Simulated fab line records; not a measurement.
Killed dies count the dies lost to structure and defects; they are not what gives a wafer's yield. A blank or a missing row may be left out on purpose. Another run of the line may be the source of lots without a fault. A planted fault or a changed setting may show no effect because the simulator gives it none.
2 desks looking at one fault ; flow gf180mcu ; each desk has only its own numbers; what lay behind them comes last

## AT THE METROLOGY DESK
Means of the sampled wafers that have a number, per lot and without regard to the tool the lot ran on: this is what the gauges read. Any lot whose mean is over 4 standard deviations away from the usual mean is out of limits and marked OUT; that distance is given in the brackets.
Columns: A = NWELL_OVL at GF_NWELL_OVL_MEAS_07, usual -0.6 nm; B = MVPSD_RS at GF_VT_IMPLANT_RS_MEAS_49, usual 1169 ohm/sq
lot;first seen here;A;B
L674;day 3 08:13;0.1;1169
L675;day 3 15:38;-1.0;1171
L676;day 3 20:13;-0.4;1169
L677;day 4 00:12;2.1;1170
L679;day 4 09:20;-0.9;1171
L680;day 4 16:34;-0.3;1168
L684;day 5 13:22;-3.4;1168
L686;day 6 00:19;-0.9;-
L687;day 6 06:16;-3.3;-
L690;day 6 21:34;1.8;1171
L691;day 7 03:31;1.5;1164
L692;day 7 13:56;1.1;1170
L695;day 8 09:22;-3.4;1173
This desk found nothing out of limits on any of the 13 lots.

## THE TOOL OWNER'S DESK: implanter-01
For each lot that ran on this tool, the mean over its sampled wafers that have a number, from the tool's own readings at GF_MVPSD_IMPLANT_09. Any lot whose mean is over 4 standard deviations away from the usual mean is out of limits and marked OUT; that distance is given in the brackets.
Columns: A = tilt deg at GF_MVPSD_IMPLANT_09, usual -0.003 degrees
lot;first seen here;A
L677;day 5 18:39;0.002
L684;day 7 11:33;-0.026
L686;day 7 23:53;9.703 (+99 or more) OUT
L687;day 8 05:16;9.697 (+99 or more) OUT
This desk's finding: out of limits on L686, L687; first on L686, day 7 23:53 (tilt deg at GF_MVPSD_IMPLANT_09). L677, L684: within limits.

## ALL TOGETHER
The tool owner's desk could have raised an alarm at day 7 23:53, on L686, L687.
Nothing out of limits was seen by the metrology desk.
The metrology desk holds a record of L686, L687, inside its limits.
All the named lots went through GF_MVPSD_IMPLANT_09 on implanter-01.

## WHAT HAD BEEN PUT IN BY THE SIMULATOR
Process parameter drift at GF_MVPSD_IMPLANT_09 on implanter-01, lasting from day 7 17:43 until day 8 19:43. Setting tilt deg shifted by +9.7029 from 0. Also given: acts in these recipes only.
Shown lots that were struck: L686, L687.
Hours from the fault's start to each desk's first reading out of limits: the tool owner's desk, 6.
